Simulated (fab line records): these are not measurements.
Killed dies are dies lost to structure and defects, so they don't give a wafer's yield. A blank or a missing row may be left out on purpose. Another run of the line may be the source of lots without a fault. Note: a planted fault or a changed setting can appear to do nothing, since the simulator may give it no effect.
Which tool is to blame?    flow gf180mcu    at 1 step of a route of 602, 11 lots with 33 wafers sampled

== WHAT THE GAUGES READ, wafer by wafer ==
GF_M2_THK_MEAS_06: measures by xrf. Usual: M2_ALCU_THK 441 nm, standard deviation 7.2.
lot   measured      on             M2_ALCU_THK (nm)  flag
L720  day 18 09:26  film-metro-04  426 433 434       
L724  day 20 06:55  film-metro-01  434 441 444       
L726  day 21 08:11  film-metro-04  446 433 437       
L727  day 22 02:43  film-metro-04  433 442 444       
L729  day 22 06:22  film-metro-01  446 451 444       
L730  day 22 16:11  film-metro-01  440 448 443       
L738  day 24 23:02  film-metro-04  437 433 433       
L740  day 25 13:03  film-metro-04  438 429 427       
L741  day 25 18:52  film-metro-04  450 437 441       
L742  day 26 08:42  film-metro-04  445 437 438       
L743  day 26 14:53  film-metro-01  447 443 442       

== WHICH TOOL RAN EACH LOT (tool, then ch and the chambers of the sampled wafers, then the start) ==
The record shows no process step preceding these readings.

== WHAT THE TOOLS THEMSELVES READ (means of the sampled wafers that have a number; where no wafer has one, the mark that the record gives instead) ==
The record holds no such reading with a usual standard deviation.

== THE ANSWER, worked out from the rows above alone ==
Rule: take the mean of a lot's wafers that have a number; if it is more than 3 standard deviations from the usual mean, the lot is off. Also off: a lot with no number at a reading for which 4 or more lots have one. Where the step has rows for the other lots, those lots are counted as sound. Order of review: gauges by route order, followed by the tools' own readings, for which a lot's mean as printed above is used. At the first step where some lot is off, the reading lying furthest off is the one used; lots without a number count as furthest.
No lot is off at any reading shown: from this, nothing can be told.

== WHAT THE SIMULATOR PUT IN ==
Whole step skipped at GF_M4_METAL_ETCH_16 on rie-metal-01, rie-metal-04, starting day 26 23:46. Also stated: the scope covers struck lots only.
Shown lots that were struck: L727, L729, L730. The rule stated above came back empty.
